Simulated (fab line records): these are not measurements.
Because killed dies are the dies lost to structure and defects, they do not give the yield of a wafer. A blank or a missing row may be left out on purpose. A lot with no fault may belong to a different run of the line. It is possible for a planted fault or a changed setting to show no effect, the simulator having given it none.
A lot that was struck, set against a sound lot || flow gf180mcu || 14 out of 602 route steps
Sound: the wafers L941.4, L941.5, L941.6. Struck: wafers L936.1, L936.5, L936.6. The cause comes at the end.
Each step with rows lists, per side, the tool, then ch with its chambers, then its first start. Under that, the readings that differ: sound wafers || struck wafers || difference of the means || sigmas: that difference in standard deviations of wafers without a fault.
alike: readings whose means differ by less than 2 such deviations, and words and numbers that are the same on both sides. not compared: withheld readings, readings that some wafer has no value for, bounds like >300 that may hide the same value, and numbers for which the record gives no deviation and whose values overlap.
The two part at a step that has a row with sigmas, a row that says differs or no value, or rows on one side only. Numbers that have no deviation but don't overlap get no sigmas and don't part them. A reading that every wafer of one side lacks parts them only if that side has two wafers or more.

first, 1 step without rows for these wafers: GF_CONTACT_CVD_00 (deposits SiO2, target thk 300 nm, time 50 s).
GF_CONTACT_THK_MEAS_01:
  sound on film metro-04, day 20 20:41; struck on film metro-01, day 19 03:01
  alike: CONTACT_CVD_00_THK
GF_CONTACT_CVD_02: deposits SiO2 from TEOS, target thk 860 nm, time 95.992 s.
  sound on pecvd-04 ch 0,1,2, day 20 20:45; struck on pecvd-01 ch 0,1, day 19 03:04
  alike: heater power w
GF_CONTACT_THK_MEAS_03:
  sound on film metro-01, day 20 20:49; struck on film metro-04, day 19 03:08
  alike: CONTACT_CVD_02_THK
GF_CONTACT_CMP_04: polishes SiO2.
  sound on cmp-01 ch 1,2,3, day 20 20:56; struck on cmp-01 ch 1,2, day 19 03:12
  alike: motor current A, time to endpoint s
GF_CONTACT_BOW_MEAS_05:
  sound on film metro-04, day 20 21:12; struck on film metro-04, day 19 03:30
  alike: CONTACT_BOW
then, 6 steps without rows for these wafers: GF_CONTACT_DEHYDRATE_06 (time 60 s); GF_CONTACT_HMDS_07 (prime time 60 s); GF_CONTACT_COAT_08; GF_CONTACT_COAT_09 (resist thk 1000 nm); GF_CONTACT_SOFTBAKE_10 (time 60 s); GF_CONTACT_EXPOSE_11 (exposes mask Contact, target cd 220 nm).
GF_CONTACT_PEB_12: peb time 90 s.
  sound on litho track-03 ch 0, day 21 20:34; struck on litho track-02, day 20 03:34
  no value came back on the struck wafers for chill plate temp C (C), exhaust pa (Pa); on the sound wafers chill plate temp C (C) reads 23.13 23.01 23.11
then, 1 step without rows for these wafers: GF_CONTACT_DEVELOP_13 (develop time 60 s).

WHERE THEY PART
Only at GF_CONTACT_PEB_12, as far as this record shows.

WHY: what the simulator had put in
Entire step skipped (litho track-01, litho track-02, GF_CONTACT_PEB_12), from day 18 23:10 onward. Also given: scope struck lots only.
